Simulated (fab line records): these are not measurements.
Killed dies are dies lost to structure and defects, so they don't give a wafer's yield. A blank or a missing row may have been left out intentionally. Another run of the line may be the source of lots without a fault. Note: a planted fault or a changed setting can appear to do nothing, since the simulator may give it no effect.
Comparing a struck lot with a sound one || flow sfq line || 14 out of 325 route steps
Sound: the wafers L607.1, L607.4, L607.6. The struck wafers were L600.2, L600.3, L600.4. The cause is named last.
At each step with rows: each side's tool, then ch and its chambers, then its first start. Under that, the readings that differ: sound wafers || struck wafers || difference of the means || sigmas: that difference in standard deviations of wafers without a fault.
alike: readings with means less than 2 such deviations apart, plus words and numbers identical on both sides. not compared: withheld readings, readings lacking a value on some wafer, bounds such as >300 that could conceal the same value, and numbers that have no deviation in the record and whose values overlap.
Wherever a step has rows on one side only, a row that says differs or no value, or a row with sigmas, the two part there. Numbers that don't overlap but have no deviation are shown without sigmas and don't part them. A reading missing from all wafers of one side parts the sides only when that side holds two or more wafers.

SFQ_TRILAYER_M2_BARC_OPEN_METAL_ETCH_077: etches BARC in O2, target depth 125 nm, time 41.7 s.
  sound on rie metal-04 ch 0,1, day 30 18:54; struck on rie metal-01 ch 0,1, day 28 20:07
  alike: drypump motor current A, oes product au
  not compared: rf hours counter h
SFQ_TRILAYER_M2_ETCH_METAL_ETCH_060: etches Nb in Cl2/Ar, stops on SiO2, target depth 240 nm, time 120 s.
  sound on rie metal-04 ch 0,1, day 30 18:58; struck on rie metal-01 ch 0,1, day 28 20:11
  alike: drypump motor current A, oes product au
  not compared: rf hours counter h
SFQ_TRILAYER_M2_STRIP_STRIP_061: strips in O2.
  sound on rie metal-04 ch 0,1, day 30 19:05; struck on rie metal-01 ch 0,1, day 28 20:19
  alike: drypump motor current A, oes product au
  not compared: rf hours counter h
then, 2 steps without rows for these wafers: SFQ_TRILAYER_M2_STRIP_SOLV_CLEAN_062 (cleans in NMP, time 600 s); SFQ_TRILAYER_I2_DEP_PECVD_063 (deposits SiO2 from SiH4/N2O, time 111.11 s, target thk 500 nm).
SFQ_TRILAYER_I2_CMP_CMP_064: polishes SiO2.
  sound on cmp-02 ch 0,1,3, day 30 20:06; struck on cmp-02 ch 0,2,3, day 29 03:07
  alike: motor current A, slurry filter dp kPa, time to endpoint s
SFQ_I2_BOW_MEAS_917:
  sound on film metro-04 at day 30 23:06; struck on film metro-04 at day 29 06:08
  alike: I2_BOW
SFQ_TRILAYER_I2_METRO_MEASURE_065:
  sound on film metro-04 at day 30 23:13; struck on film metro-04 at day 29 06:26
{"reading": "thk nm (nm)", "sound": "200.3 200.7 200.3", "struck": "198.9 197.2 197.8", "difference": -2.5, "sigmas": -3}
then, 4 steps without rows for these wafers: SFQ_TRILAYER_I2_VIA_LITHO_COAT_072 (resist thk 62 nm); SFQ_TRILAYER_I2_VIA_LITHO_COAT_067 (resist thk 650 nm); SFQ_TRILAYER_I2_VIA_LITHO_SOFTBAKE_071; SFQ_TRILAYER_I2_VIA_LITHO_EXPOSE_068 (exposes mask I2, target cd 500 nm).
SFQ_TRILAYER_I2_VIA_LITHO_PEB_070: peb time 60 s.
  sound on litho track-03 ch 0, day 31 14:51; struck on litho track-03 ch 0, day 29 10:01
{"reading": "heater power total W (W)", "sound": "79.12 79.14 79.17", "struck": "67.99 67.90 67.86", "difference": -11.23, "sigmas": "-99 or more"}
{"reading": "plate temp C (C)", "sound": "114.99 114.92 114.80", "struck": "102.73 102.79 102.63", "difference": -12.19, "sigmas": "-99 or more"}
then, 1 step without rows for these wafers: SFQ_TRILAYER_I2_VIA_LITHO_DEVELOP_069 (time 60 s).

## WHERE THEY PART
Earliest at SFQ_TRILAYER_I2_METRO_MEASURE_065; latest, in this record, at SFQ_TRILAYER_I2_VIA_LITHO_PEB_070.

WHY: what had been put in by the simulator
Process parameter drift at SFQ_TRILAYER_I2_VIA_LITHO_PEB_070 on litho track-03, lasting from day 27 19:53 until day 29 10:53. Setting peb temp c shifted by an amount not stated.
